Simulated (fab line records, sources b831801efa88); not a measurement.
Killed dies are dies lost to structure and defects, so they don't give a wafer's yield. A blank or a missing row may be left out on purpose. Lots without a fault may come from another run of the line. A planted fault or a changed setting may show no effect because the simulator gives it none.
fab line records | flow sky130
record lots=5 wafers=15 last_day=49
route steps=708 shown POLY_CUT@313 SD_P@320 RES_XHIGH@332 SD_N@342
lots that met no fault: from a run of the same line without faults
start_h: hours from the record's first day to the start of the lot's first wafer shown | wait_h: hours since the lot's step before | " the same as in the row above | L1.1+2: a row that stands for several wafers | - no value, or no start given | * or withheld: withheld | < > ~ a bound
route shown NAME@n: a module of which the file shows steps, and the number in the route of the first | usual: mean/standard deviation of fault-free wafers | same: alike in all rows | chamber/n: place in a boat | sites: the reading at each site | _std_site: their standard deviation | _edge_site: outer sites' mean less inner sites' | radius_mm: how far each site lies from the wafer's centre | mask NAME#n: copy n | behind: the tool/chamber that last shaped the wafer | hold: why the lot was held/for how many hours/how that ended | device: the transistor (n, p or np) that didn't switch | end of line: the same wafers' tests at the end of the route | a step without rows: its recipe alone | killed: dies lost to structure and defects at the first sort, not the wafer's yield | map: a wafer's dies, x killed, . not, _ none there
set.NAME: the setting as run; set.NAME@STEP: as run at that earlier step | model.NAME: the simulator's own value behind a step, which no gauge read
lots at some steps of the route; a table a step, a row a wafer
services: from which hour (start_h, from the record's first day; less than 0 if before it) a tool's chamber was out of use, for how many hours, and why
## steps
# step SKY_POLY_CUT_PEB_06
# recipe peb_temp_c=withheld peb_time_s=withheld resist=KrF-thick
# usual exhaust_pa=45.1/0.81
# columns lot.wafer tool chamber start_h wait_h exhaust_pa
L084.1 litho_track-01 0 - - 44.3
L084.2 " 0 " " 44.2
L084.4 " 0 " " 45.1
L085.1 litho_track-02 0 - - 44.4
L085.2 " 0 " " 43.2
L085.5 " 0 " " 43.6
L087.1 litho_track-03 0 - - 44.3
L087.2 " 0 " " 46.2
L087.5 " 0 " " 45.7
L088.3 litho_track-03 0 - - 45.1
L088.5 " 0 " " 46.5
L088.6 " 0 " " 46.0
L090.1 litho_track-02 0 - - 45.0
L090.2 " 0 " " 45.7
L090.4 " 0 " " 45.1
# step SKY_POLY_CUT_DEVELOP_07
# recipe develop_time_s=60 resist=KrF-thick dev_temp_c=21
# usual exhaust_pa=45.0/0.82
# columns lot.wafer tool chamber start_h wait_h exhaust_pa
L084.1 litho_track-01 0 - - 44.6
L084.2 " 0 " " 45.7
L084.4 " 0 " " 45.5
L085.1 litho_track-02 0 - - 45.9
L085.2 " 0 " " 44.6
L085.5 " 0 " " 45.2
L087.1 litho_track-03 0 - - 44.4
L087.2 " 0 " " 45.6
L087.5 " 0 " " 45.5
L088.3 litho_track-03 0 - - 44.5
L088.5 " 0 " " 43.1
L088.6 " 0 " " 45.2
L090.1 litho_track-02 0 - - 45.4
L090.2 " 0 " " 44.0
L090.4 " 0 " " 46.4
# step SKY_POLY_CUT_CD_MEAS_08
# recipe target_cd_nm=270
# usual cd_nm=269.9/1.4
# columns lot.wafer tool chamber start_h wait_h cd_nm
L084.1 cd_sem-01 - 642.46 - 272.0
L084.2 " - " " 273.9
L084.4 " - " " 272.4
L085.1 cd_sem-01 - 645.96 - 268.4
L085.2 " - " " 269.7
L085.5 " - " " 269.8
L087.1 cd_sem-02 - 665.38 - 270.4
L087.2 " - " " 268.1
L087.5 " - " " 269.8
L088.3 cd_sem-02 - 671.11 - 269.8
L088.5 " - " " 270.5
L088.6 " - " " 269.8
L090.1 cd_sem-01 - 703.91 - 269.0
L090.2 " - " " 270.3
L090.4 " - " " 269.5
# step SKY_POLY_CUT_OVL_MEAS_09
# usual POLY_CUT_OVL=-2/5.2
# columns lot.wafer tool chamber start_h wait_h POLY_CUT_OVL[nm]
L084.1 overlay-01 - 642.58 0.1 8
L084.2 " - " " 6
L084.4 " - " " -3
L085.1 overlay-01 - 646.08 0.1 -3
L085.2 " - " " -5
L085.5 " - " " -2
L087.1 overlay-01 - 665.50 0.1 -5
L087.2 " - " " -6
L087.5 " - " " -3
L088.3 overlay-01 - 671.20 0.1 1
L088.5 " - " " 0
L088.6 " - " " 4
L090.1 overlay-01 - 704.03 0.1 -8
L090.2 " - " " -5
L090.4 " - " " -6
# step SKY_POLY_CUT_ETCH_10
# recipe chemistry=N2/H2 target=BARC ion_energy_ev=200 source_w=500 bias_w=100 pressure_mtorr=30 n2_flow_sccm=100 h2_flow_sccm=200 stop_on=SiO2 time_s=45.9 target_depth_a=600
# usual drypump_motor_current_A=5.6/0.53 oes_product_au=0.854/0.0047 throttle_valve_pct=13.224/0.0091
# columns lot.wafer tool chamber start_h wait_h drypump_motor_current_A oes_product_au rf_hours_counter_h throttle_valve_pct
L084.1 rie_diel-03 2 642.62 0.0 6.1 0.858 3 13.221
L084.2 " 0 " " 5.5 0.846 14 13.209
L084.4 " 3 " " 4.7 0.861 14 13.229
L085.1 rie_diel-02 2 646.11 0.0 6.2 0.860 8 13.203
L085.2 " 1 " " 5.8 0.854 18 13.225
L085.5 " 0 " " 5.9 0.852 - 13.242
L087.1 rie_diel-03 1 665.53 0.0 5.8 0.855 20 13.231
L087.2 " 3 " " 4.7 0.854 14 13.226
L087.5 " 3 " " 4.7 0.853 - 13.197
L088.3 rie_diel-02 2 671.23 0.0 6.2 0.861 9 13.207
L088.5 " 0 " " 5.8 0.852 - 13.236
L088.6 " 3 " " 5.2 0.855 - 13.220
L090.1 rie_diel-03 1 704.06 0.0 5.8 0.853 21 13.209
L090.2 " 0 " " 5.5 0.852 15 13.219
L090.4 " 3 " " 4.7 0.850 15 13.237
# step SKY_POLY_CUT_ETCH_11
# recipe target=Si3N4 chemistry=CF4/CH2F2/Ar stop_on=poly-Si source_w=600 bias_w=150 pressure_mtorr=40 cf4_flow_sccm=40 ch2f2_flow_sccm=20 Ar_flow_sccm=150 time_s=42.5 target_depth_a=600
# usual ch2f2_flow_sccm=20.00/0.059 drypump_motor_current_A=5.6/0.53 oes_product_au=0.830/0.0061 throttle_valve_pct=14.994/0.0085
# columns lot.wafer tool chamber start_h wait_h ch2f2_flow_sccm drypump_motor_current_A oes_product_au rf_hours_counter_h throttle_valve_pct
L084.1 rie_diel-03 2 642.66 0.0 19.98 6.1 0.827 3 14.992
L084.2 " 0 " " 20.00 5.5 0.825 14 14.975
L084.4 " 3 " " 20.06 4.7 0.830 14 14.999
L085.1 rie_diel-02 2 646.16 0.0 20.06 6.2 0.826 8 14.987
L085.2 " 1 " " 19.90 5.8 0.827 18 15.001
L085.5 " 0 " " 20.03 5.8 0.827 - 15.013
L087.1 rie_diel-03 1 665.58 0.0 19.92 5.8 0.829 20 14.997
L087.2 " 3 " " 19.99 4.7 0.838 14 14.987
L087.5 " 3 " " 19.98 4.7 0.831 - 14.998
L088.3 rie_diel-02 2 671.27 0.0 20.11 6.2 0.828 9 14.988
L088.5 " 0 " " 20.05 5.8 0.843 - 14.994
L088.6 " 3 " " 20.00 5.2 0.834 - 15.000
L090.1 rie_diel-03 1 704.11 0.0 19.90 5.8 0.826 21 15.011
L090.2 " 0 " " 20.00 5.5 0.828 15 14.997
L090.4 " 3 " " 20.05 4.7 0.824 15 14.984
# step SKY_POLY_CUT_STRIP_12
# recipe chemistry=O2/N2 power_w=1400 pressure_mtorr=1500 platen_temp_c=withheld o2_flow_sccm=3000 n2_flow_sccm=300 overash_fraction=0.5
# usual drypump_motor_current_A=5.8/0.48 oes_product_au=0.453/0.0041 strip_time_to_endpoint_s=5.355/0.014
# columns lot.wafer tool chamber start_h wait_h drypump_motor_current_A oes_product_au rf_hours_counter_h strip_time_to_endpoint_s
L084.1 plasma_asher-02 0 642.70 0.0 5.8 0.457 21 5.358
L084.2 " 1 " " 6.1 0.449 21 5.347
L084.4 " 0 " " 5.9 0.445 - 5.369
L085.1 plasma_asher-02 0 646.20 0.0 5.8 0.452 21 5.357
L085.2 " 1 " " 6.1 0.447 21 5.366
L085.5 " 1 " " 6.2 0.458 - 5.368
L087.1 plasma_asher-03 1 665.62 0.0 6.4 0.454 51 5.358
L087.2 " 0 " " 5.4 0.454 51 5.358
L087.5 " 1 " " 6.4 0.455 - 5.376
L088.3 plasma_asher-02 0 671.34 0.1 5.9 0.455 - 5.364
L088.5 " 0 " " 5.9 0.453 - 5.348
L088.6 " 1 " " 6.1 0.455 - 5.380
L090.1 plasma_asher-01 0 704.15 0.0 5.2 0.451 77 5.364
L090.2 " 1 " " 5.2 0.456 77 5.354
L090.4 " 0 " " 5.1 0.449 - 5.321
# step SKY_SD_P_DEHYDRATE_00
# recipe temp_c=200 time_s=60
# usual exhaust_pa=45.1/0.93 heater_power_total_W=160.37/0.12
# columns lot.wafer tool chamber start_h wait_h exhaust_pa heater_power_total_W
L084.1 litho_track-02 0 656.16 13.4 45.6 160.32
L084.2 " 0 " " 45.2 160.20
L084.4 " 0 " " 45.5 160.24
L085.1 litho_track-02 0 659.51 13.3 45.5 160.33
L085.2 " 0 " " 45.1 160.59
L085.5 " 0 " " 43.5 160.46
L087.1 litho_track-04 0 678.14 12.5 44.5 160.41
L087.2 " 0 " " 45.0 160.51
L087.5 " 0 " " 45.0 160.34
L088.3 litho_track-01 0 682.81 11.4 44.7 160.36
L088.5 " 0 " " 45.5 160.21
L088.6 " 0 " " 44.8 160.14
L090.1 litho_track-02 0 716.61 12.4 44.2 160.32
L090.2 " 0 " " 45.0 160.41
L090.4 " 0 " " 44.1 160.63
# step SKY_SD_P_HMDS_01
# recipe prime_time_s=60 prime_temp_c=120
# usual exhaust_pa=45.2/0.91
# columns lot.wafer tool chamber start_h wait_h exhaust_pa
L084.1 litho_track-02 0 656.31 0.1 45.5
L084.2 " 0 " " 43.7
L084.4 " 0 " " 44.7
L085.1 litho_track-02 0 659.66 0.1 44.2
L085.2 " 0 " " 43.2
L085.5 " 0 " " 44.7
L087.1 litho_track-04 0 678.29 0.1 46.0
L087.2 " 0 " " 45.7
L087.5 " 0 " " 44.9
L088.3 litho_track-01 0 682.96 0.1 46.2
L088.5 " 0 " " 45.8
L088.6 " 0 " " 46.1
L090.1 litho_track-02 0 716.76 0.1 44.2
L090.2 " 0 " " 44.2
L090.4 " 0 " " 43.3
# step SKY_SD_P_COAT_02
# recipe resist=NOVOLAK spin_rpm=3000 resist_thk_nm=1140
# usual exhaust_pa=45.0/0.9
# columns lot.wafer tool chamber start_h wait_h exhaust_pa
L084.1 litho_track-02 0 656.46 0.1 44.0
L084.2 " 0 " " 45.4
L084.4 " 0 " " 44.8
L085.1 litho_track-02 0 659.81 0.1 46.5
L085.2 " 0 " " 45.5
L085.5 " 0 " " 46.0
L087.1 litho_track-04 0 678.44 0.1 44.2
L087.2 " 0 " " 46.4
L087.5 " 0 " " 44.7
L088.3 litho_track-01 0 683.11 0.1 44.2
L088.5 " 0 " " 45.1
L088.6 " 0 " " 46.5
L090.1 litho_track-02 0 716.91 0.1 45.1
L090.2 " 0 " " 46.0
L090.4 " 0 " " 45.1
# step SKY_SD_P_SOFTBAKE_03
# recipe temp_c=90 time_s=60 resist=NOVOLAK
# usual exhaust_pa=45.2/0.87 heater_power_total_W=56.60/0.046
# columns lot.wafer tool chamber start_h wait_h exhaust_pa heater_power_total_W
L084.1 litho_track-02 0 656.61 0.1 44.3 56.62
L084.2 " 0 " " 44.9 56.59
L084.4 " 0 " " 44.5 56.65
L085.1 litho_track-02 0 659.96 0.1 46.3 56.63
L085.2 " 0 " " 45.5 56.54
L085.5 " 0 " " 47.1 56.57
L087.1 litho_track-04 0 678.59 0.1 43.7 56.58
L087.2 " 0 " " 44.2 56.61
L087.5 " 0 " " 44.0 56.65
L088.3 litho_track-01 0 683.26 0.1 44.6 56.56
L088.5 " 0 " " 46.0 56.62
L088.6 " 0 " " 46.2 56.61
L090.1 litho_track-02 0 717.06 0.1 45.5 56.58
L090.2 " 0 " " 44.8 56.56
L090.4 " 0 " " 44.9 56.68
# step SKY_SD_P_EXPOSE_04
# recipe mask_id=PSDM na=0.6 source_shape=conventional sigma_outer=0.6 polarization=unpolarized target_cd_nm=380 dose_mj=138
# columns lot.wafer tool chamber start_h wait_h mask
L084.1+2+4 iline_stepper-02 0 - - PSDM#0
L085.1+2+5 iline_stepper-01 0 - - PSDM#0
L087.1+2+5 iline_stepper-01 0 - - PSDM#0
L088.3+5+6 iline_stepper-01 0 - - PSDM#0
L090.1+2+4 iline_stepper-01 0 - - PSDM#0
# step SKY_SD_P_PEB_05
# recipe temp_c=withheld time_s=* resist=NOVOLAK
# usual exhaust_pa=45.1/0.86
# columns lot.wafer tool chamber start_h wait_h exhaust_pa
L084.1 litho_track-02 0 - - 46.0
L084.2 " 0 " " 45.9
L084.4 " 0 " " 45.0
L085.1 litho_track-02 0 - - 44.0
L085.2 " 0 " " 46.0
L085.5 " 0 " " 44.8
L087.1 litho_track-02 0 - - 45.7
L087.2 " 0 " " 45.9
L087.5 " 0 " " 46.0
L088.3 litho_track-02 0 - - 44.1
L088.5 " 0 " " 45.1
L088.6 " 0 " " 45.1
L090.1 litho_track-01 0 - - 45.9
L090.2 " 0 " " 45.7
L090.4 " 0 " " 46.7
# step SKY_SD_P_DEVELOP_06
# recipe resist=NOVOLAK developer=TMAH develop_time_s=60 dev_temp_c=23
# usual exhaust_pa=44.9/0.93
# columns lot.wafer tool chamber start_h wait_h exhaust_pa
L084.1 litho_track-02 0 670.06 0.1 45.0
L084.2 " 0 " " 45.8
L084.4 " 0 " " 44.2
L085.1 litho_track-02 0 673.01 0.1 42.7
L085.2 " 0 " " 43.0
L085.5 " 0 " " 43.4
L087.1 litho_track-02 0 692.51 0.1 42.5
L087.2 " 0 " " 44.4
L087.5 " 0 " " 44.5
L088.3 litho_track-02 0 697.51 0.1 44.5
L088.5 " 0 " " 45.7
L088.6 " 0 " " 45.4
L090.1 litho_track-01 0 730.71 0.1 45.7
L090.2 " 0 " " 47.2
L090.4 " 0 " " 46.1
# step SKY_SD_P_CD_MEAS_07
# recipe target_cd_nm=380
# usual cd_nm=379.6/2.5
# columns lot.wafer tool chamber start_h wait_h cd_nm
L084.1 cd_sem-02 - 670.21 0.1 376.9
L084.2 " - " " 377.1
L084.4 " - " " 377.3
L085.1 cd_sem-02 - 673.16 0.1 378.1
L085.2 " - " " 379.8
L085.5 " - " " 379.2
L087.1 cd_sem-02 - 692.66 0.1 379.5
L087.2 " - " " 379.1
L087.5 " - " " 377.6
L088.3 cd_sem-01 - 697.65 0.1 380.4
L088.5 " - " " 381.2
L088.6 " - " " 380.8
L090.1 cd_sem-02 - 730.86 0.1 385.0
L090.2 " - " " 383.0
L090.4 " - " " 379.9
# step SKY_SD_P_OVL_MEAS_08
# usual SD_P_OVL=-0.1/1.3
# columns lot.wafer tool chamber start_h wait_h SD_P_OVL[nm]
L084.1 overlay-01 - 670.33 0.1 -1.2
L084.2 " - " " -2.7
L084.4 " - " " -2.6
L085.1 overlay-01 - 673.28 0.1 -0.8
L085.2 " - " " -1.3
L085.5 " - " " -2.4
L087.1 overlay-01 - 692.78 0.1 0.0
L087.2 " - " " -1.2
L087.5 " - " " -0.9
L088.3 overlay-02 - 697.74 0.1 -0.8
L088.5 " - " " 0.8
L088.6 " - " " 0.2
L090.1 overlay-02 - 730.98 0.1 -0.7
L090.2 " - " " -1.2
L090.4 " - " " -1.2
# step SKY_SD_P_IMPLANT_09
# recipe species=BF2 energy_kev=20 dose_cm2=3e+15 tilt_deg=0
# usual beam_on_s=12.3/0.8 end_station_pressure_torr=1.53e-05/1.1e-06
# columns lot.wafer tool chamber start_h wait_h beam_on_s end_station_pressure_torr
L084.1 implanter-03 0 670.36 0.0 13.6 1.45e-05
L084.2 " 0 " " 13.6 1.39e-05
L084.4 " 0 " " 13.5 1.54e-05
L085.1 implanter-02 0 673.31 0.0 11.6 1.68e-05
L085.2 " 0 " " 11.8 1.66e-05
L085.5 " 0 " " 11.6 1.62e-05
L087.1 implanter-02 0 692.81 0.0 11.9 1.51e-05
L087.2 " 0 " " 11.8 1.48e-05
L087.5 " 0 " " 12.1 1.64e-05
L088.3 implanter-04 0 697.81 0.1 11.4 1.54e-05
L088.5 " 0 " " 11.8 1.64e-05
L088.6 " 0 " " 11.4 1.6e-05
L090.1 implanter-03 0 731.02 0.0 13.2 1.48e-05
L090.2 " 0 " " 13.3 1.4e-05
L090.4 " 0 " " 13.3 1.48e-05
# step SKY_SD_P_STRIP_10
# recipe chemistry=O2/N2 power_w=1400 pressure_mtorr=1500 platen_temp_c=withheld o2_flow_sccm=3000 n2_flow_sccm=300 overash_fraction=0.5
# usual drypump_motor_current_A=5.5/0.38 oes_product_au=0.617/0.0047 strip_time_to_endpoint_s=17.49/0.046
# columns lot.wafer tool chamber start_h wait_h drypump_motor_current_A oes_product_au rf_hours_counter_h strip_time_to_endpoint_s
L084.1 plasma_asher-04 0 670.51 0.1 5.5 0.615 105 17.47
L084.2 " 1 " " 5.9 0.617 105 17.45
L084.4 " 0 " " 5.6 0.617 - 17.46
L085.1 plasma_asher-04 1 673.46 0.1 6.0 0.614 105 17.42
L085.2 " 0 " " 5.6 0.617 105 17.45
L085.5 " 1 " " 5.9 0.617 - 17.44
L087.1 plasma_asher-04 0 692.96 0.1 5.6 0.611 107 17.40
L087.2 " 1 " " 5.9 0.623 107 17.44
L087.5 " 0 " " 5.6 0.625 - 17.49
L088.3 plasma_asher-01 1 697.95 0.1 5.2 0.621 - 17.57
L088.5 " 0 " " 5.2 0.625 - 17.57
L088.6 " 1 " " 5.2 0.619 - 17.56
L090.1 plasma_asher-01 0 731.17 0.1 5.1 0.626 80 17.47
L090.2 " 1 " " 5.2 0.625 80 17.45
L090.4 " 1 " " 5.1 0.613 - 17.44
# step SKY_SD_P_TW_MEAS_11
# usual SD_P_TW=2819/30
# columns lot.wafer tool chamber start_h wait_h SD_P_TW
L084.1 film_metro-02 - 670.61 0.1 2825
L084.2 " - " " 2830
L084.4 " - " " 2841
L085.1 film_metro-01 - 673.56 0.1 2803
L085.2 " - " " 2784
L085.5 " - " " 2789
L087.1 film_metro-01 - 693.06 0.1 2785
L087.2 " - " " 2784
L087.5 " - " " 2790
L088.3 film_metro-02 - 698.03 0.1 2854
L088.5 " - " " 2848
L088.6 " - " " 2844
L090.1 film_metro-02 - 731.27 0.1 2844
L090.2 " - " " 2859
L090.4 " - " " 2854
# step SKY_RES_XHIGH_DEHYDRATE_00
# recipe temp_c=200 time_s=60
# usual exhaust_pa=44.8/0.73 heater_power_total_W=160.37/0.12
# columns lot.wafer tool chamber start_h wait_h exhaust_pa heater_power_total_W
L084.1 litho_track-04 0 681.84 11.2 44.3 160.19
L084.2 " 0 " " 44.1 160.39
L084.4 " 0 " " 44.7 160.45
L085.1 litho_track-03 0 685.62 12.0 45.6 160.34
L085.2 " 0 " " 45.2 160.60
L085.5 " 0 " " 45.7 160.36
L087.1 litho_track-03 0 706.27 13.2 43.8 160.40
L087.2 " 0 " " 45.1 160.54
L087.5 " 0 " " 44.3 160.37
L088.3 litho_track-02 0 710.61 12.6 46.6 160.61
L088.5 " 0 " " 45.9 160.29
L088.6 " 0 " " 46.1 160.26
L090.1 litho_track-03 0 743.72 12.4 44.7 160.24
L090.2 " 0 " " 44.1 160.49
L090.4 " 0 " " 44.8 160.33
# step SKY_RES_XHIGH_HMDS_01
# recipe prime_time_s=60 prime_temp_c=120
# usual exhaust_pa=45.0/0.91
# columns lot.wafer tool chamber start_h wait_h exhaust_pa
L084.1 litho_track-04 0 681.99 0.1 46.2
L084.2 " 0 " " 45.1
L084.4 " 0 " " 45.3
L085.1 litho_track-03 0 685.77 0.1 45.1
L085.2 " 0 " " 45.9
L085.5 " 0 " " 44.6
L087.1 litho_track-03 0 706.42 0.1 45.0
L087.2 " 0 " " 46.0
L087.5 " 0 " " 45.0
L088.3 litho_track-02 0 710.76 0.1 45.1
L088.5 " 0 " " 45.2
L088.6 " 0 " " 45.1
L090.1 litho_track-03 0 743.87 0.1 45.7
L090.2 " 0 " " 44.7
L090.4 " 0 " " 44.6
# step SKY_RES_XHIGH_COAT_02
# recipe resist=NOVOLAK spin_rpm=3000 resist_thk_nm=1140
# usual exhaust_pa=45.0/0.85
# columns lot.wafer tool chamber start_h wait_h exhaust_pa
L084.1 litho_track-04 0 682.14 0.1 45.0
L084.2 " 0 " " 45.2
L084.4 " 0 " " 44.6
L085.1 litho_track-03 0 685.92 0.1 45.5
L085.2 " 0 " " 45.5
L085.5 " 0 " " 45.2
L087.1 litho_track-03 0 706.57 0.1 44.7
L087.2 " 0 " " 45.5
L087.5 " 0 " " 45.8
L088.3 litho_track-02 0 710.91 0.1 44.3
L088.5 " 0 " " 43.2
L088.6 " 0 " " 44.1
L090.1 litho_track-03 0 744.02 0.1 44.0
L090.2 " 0 " " 43.9
L090.4 " 0 " " 43.9
# step SKY_RES_XHIGH_SOFTBAKE_03
# recipe temp_c=90 time_s=60 resist=NOVOLAK
# usual exhaust_pa=45.0/0.93 heater_power_total_W=56.60/0.049
# columns lot.wafer tool chamber start_h wait_h exhaust_pa heater_power_total_W
L084.1 litho_track-04 0 682.29 0.1 43.6 56.66
L084.2 " 0 " " 45.8 56.57
L084.4 " 0 " " 45.3 56.63
L085.1 litho_track-03 0 686.07 0.1 42.6 56.67
L085.2 " 0 " " 44.5 56.61
L085.5 " 0 " " 43.7 56.66
L087.1 litho_track-03 0 706.72 0.1 44.5 56.57
L087.2 " 0 " " 45.5 56.56
L087.5 " 0 " " 43.5 56.58
L088.3 litho_track-02 0 711.06 0.1 43.8 56.65
L088.5 " 0 " " 45.2 56.65
L088.6 " 0 " " 45.5 56.53
L090.1 litho_track-03 0 744.17 0.1 43.4 56.66
L090.2 " 0 " " 44.0 56.65
L090.4 " 0 " " 43.9 56.61
# step SKY_RES_XHIGH_EXPOSE_04
# recipe mask_id=URPM na=0.6 source_shape=conventional sigma_outer=0.6 polarization=unpolarized target_cd_nm=1270 dose_mj=140
# columns lot.wafer tool chamber start_h wait_h mask
L084.1+2+4 iline_stepper-01 0 - - URPM#0
L085.1+2+5 iline_stepper-01 0 - - URPM#0
L087.1+2+5 iline_stepper-01 0 - - URPM#0
L088.3+5+6 iline_stepper-01 0 - - URPM#0
L090.1+2+4 iline_stepper-02 0 - - URPM#0
# step SKY_RES_XHIGH_PEB_05
# recipe temp_c=withheld time_s=* resist=NOVOLAK
# usual exhaust_pa=44.9/0.9
# columns lot.wafer tool chamber start_h wait_h exhaust_pa
L084.1 litho_track-02 0 - - 44.9
L084.2 " 0 " " 43.4
L084.4 " 0 " " 44.2
L085.1 litho_track-03 0 - - 43.2
L085.2 " 0 " " 44.6
L085.5 " 0 " " 43.9
L087.1 litho_track-03 0 - - 45.7
L087.2 " 0 " " 44.7
L087.5 " 0 " " 45.2
L088.3 litho_track-03 0 - - 44.8
L088.5 " 0 " " 44.0
L088.6 " 0 " " 45.3
L090.1 litho_track-04 0 - - 44.1
L090.2 " 0 " " 45.3
L090.4 " 0 " " 45.9
# step SKY_RES_XHIGH_DEVELOP_06
# recipe resist=NOVOLAK developer=TMAH develop_time_s=60 dev_temp_c=23
# usual exhaust_pa=44.8/1
# columns lot.wafer tool chamber start_h wait_h exhaust_pa
L084.1 litho_track-02 0 696.81 0.1 45.2
L084.2 " 0 " " 43.6
L084.4 " 0 " " 45.2
L085.1 litho_track-03 0 700.57 0.1 45.7
L085.2 " 0 " " 45.3
L085.5 " 0 " " 45.4
L087.1 litho_track-03 0 719.62 0.1 43.8
L087.2 " 0 " " 45.5
L087.5 " 0 " " 45.1
L088.3 litho_track-03 0 724.77 0.1 45.1
L088.5 " 0 " " 44.7
L088.6 " 0 " " 45.2
L090.1 litho_track-04 0 757.84 0.1 45.6
L090.2 " 0 " " 46.1
L090.4 " 0 " " 45.6
# step SKY_RES_XHIGH_IMPLANT_07
# recipe species=BF2 energy_kev=20 dose_cm2=3.6e+14 tilt_deg=0
# usual beam_on_s=35.4/2.1 end_station_pressure_torr=5.24e-06/3e-07
# columns lot.wafer tool chamber start_h wait_h beam_on_s end_station_pressure_torr
L084.1 implanter-04 0 696.96 0.1 33.7 5.02e-06
L084.2 " 0 " " 32.7 5.37e-06
L084.4 " 0 " " 32.1 5.39e-06
L085.1 implanter-04 0 700.72 0.1 33.6 5.12e-06
L085.2 " 0 " " 33.2 5.5e-06
L085.5 " 0 " " 33.8 4.98e-06
L087.1 implanter-03 0 719.77 0.1 38.1 5.46e-06
L087.2 " 0 " " 36.8 5.04e-06
L087.5 " 0 " " 37.8 5.31e-06
L088.3 implanter-03 0 724.92 0.1 37.2 4.61e-06
L088.5 " 0 " " 37.7 5.05e-06
L088.6 " 0 " " 36.5 5.25e-06
L090.1 implanter-04 0 757.99 0.1 33.1 5.21e-06
L090.2 " 0 " " 33.3 5.09e-06
L090.4 " 0 " " 34.3 5.29e-06
# step SKY_RES_XHIGH_STRIP_08
# recipe chemistry=O2/N2 power_w=1400 pressure_mtorr=1500 platen_temp_c=withheld o2_flow_sccm=3000 n2_flow_sccm=300 overash_fraction=0.5
# usual drypump_motor_current_A=5.6/0.48 oes_product_au=0.711/0.0048 strip_time_to_endpoint_s=14.27/0.032
# columns lot.wafer tool chamber start_h wait_h drypump_motor_current_A oes_product_au rf_hours_counter_h strip_time_to_endpoint_s
L084.1 plasma_asher-01 1 697.11 0.1 5.2 0.715 76 14.27
L084.2 " 0 " " 5.1 0.711 76 14.26
L084.4 " 1 " " 5.2 0.724 - 14.29
L085.1 plasma_asher-01 1 700.87 0.1 5.2 0.712 77 14.26
L085.2 " 0 " " 5.1 0.719 77 14.24
L085.5 " 1 " " 5.2 0.717 - 14.28
L087.1 plasma_asher-01 1 719.92 0.1 5.2 0.704 79 14.27
L087.2 " 0 " " 5.1 0.718 79 14.28
L087.5 " 1 " " 5.2 0.714 - 14.25
L088.3 plasma_asher-03 0 725.05 0.1 5.4 0.719 - 14.27
L088.5 " 1 " " 6.4 0.712 - 14.25
L088.6 " 0 " " 5.4 0.707 - 14.23
L090.1 plasma_asher-04 1 758.14 0.1 5.9 0.716 1 14.26
L090.2 " 0 " " 5.6 0.714 1 14.27
L090.4 " 1 " " 5.9 0.711 - 14.26
# step SKY_RES_XHIGH_TW_MEAS_09
# usual RES_XHIGH_TW=1639/16
# columns lot.wafer tool chamber start_h wait_h RES_XHIGH_TW
L084.1 film_metro-02 - 697.21 0.1 1647
L084.2 " - " " 1652
L084.4 " - " " 1653
L085.1 film_metro-04 - 700.99 0.1 1640
L085.2 " - " " 1639
L085.5 " - " " 1650
L087.1 film_metro-02 - 720.02 0.1 1654
L087.2 " - " " 1649
L087.5 " - " " 1651
L088.3 film_metro-04 - 725.14 0.1 1640
L088.5 " - " " 1646
L088.6 " - " " 1639
L090.1 film_metro-02 - 758.24 0.1 1672
L090.2 " - " " 1661
L090.4 " - " " 1672
# step SKY_SD_N_DEHYDRATE_00
# recipe temp_c=200 time_s=60
# usual exhaust_pa=45.1/0.88 heater_power_total_W=160.37/0.14
# columns lot.wafer tool chamber start_h wait_h exhaust_pa heater_power_total_W
L084.1 litho_track-03 0 709.72 12.5 44.6 160.31
L084.2 " 0 " " 44.9 160.27
L084.4 " 0 " " 45.3 160.31
L085.1 litho_track-03 0 713.17 12.2 45.1 160.25
L085.2 " 0 " " 44.4 160.23
L085.5 " 0 " " 44.8 160.30
L087.1 litho_track-03 0 733.22 13.2 44.7 160.36
L087.2 " 0 " " 46.6 160.14
L087.5 " 0 " " 46.0 160.37
L088.3 litho_track-01 0 737.56 12.4 45.4 160.31
L088.5 " 0 " " 43.9 160.31
L088.6 " 0 " " 45.2 160.66
L090.1 litho_track-04 0 771.04 12.8 44.6 160.55
L090.2 " 0 " " 44.2 160.17
L090.4 " 0 " " 45.0 160.48
# step SKY_SD_N_HMDS_01
# recipe prime_time_s=60 prime_temp_c=120
# usual exhaust_pa=45.0/0.95
# columns lot.wafer tool chamber start_h wait_h exhaust_pa
L084.1 litho_track-03 0 709.87 0.1 44.6
L084.2 " 0 " " 44.3
L084.4 " 0 " " 42.8
L085.1 litho_track-03 0 713.32 0.1 46.0
L085.2 " 0 " " 44.5
L085.5 " 0 " " 46.6
L087.1 litho_track-03 0 733.37 0.1 45.2
L087.2 " 0 " " 46.4
L087.5 " 0 " " 45.6
L088.3 litho_track-01 0 737.71 0.1 44.8
L088.5 " 0 " " 44.2
L088.6 " 0 " " 44.4
L090.1 litho_track-04 0 771.19 0.1 47.1
L090.2 " 0 " " 46.5
L090.4 " 0 " " 47.5
## services
# columns tool chamber start_h hours kind
rie_diel-03 1 631.98 4.4 repair
iline_stepper-02 - 634.15 2.8 repair
implanter-02 - 641.98 4.1 pm
plasma_asher-01 - 653.20 4.3 repair
rie_diel-03 3 653.56 5.6 repair
implanter-04 - 655.76 3.0 repair
iline_stepper-02 - 662.57 24.4 repair
plasma_asher-03 - 662.69 1.1 repair
rie_diel-02 3 685.81 13.3 repair
plasma_asher-02 - 692.52 2.8 pm
implanter-03 - 697.37 5.0 pm
plasma_asher-04 - 697.66 2.4 repair
plasma_asher-03 - 715.79 4.5 repair
iline_stepper-02 - 716.65 1.7 pm
rie_diel-02 - 721.08 1.2 repair
iline_stepper-01 - 723.51 4.4 pm
plasma_asher-02 - 725.45 1.5 repair
implanter-04 - 729.33 3.7 repair
implanter-02 - 732.05 7.8 repair
plasma_asher-04 - 733.75 9.0 pm
iline_stepper-01 - 738.58 1.7 pm
implanter-02 - 741.53 12.1 pm
rie_diel-02 2 749.53 5.1 repair
implanter-04 - 750.52 3.4 pm
## key
fault none
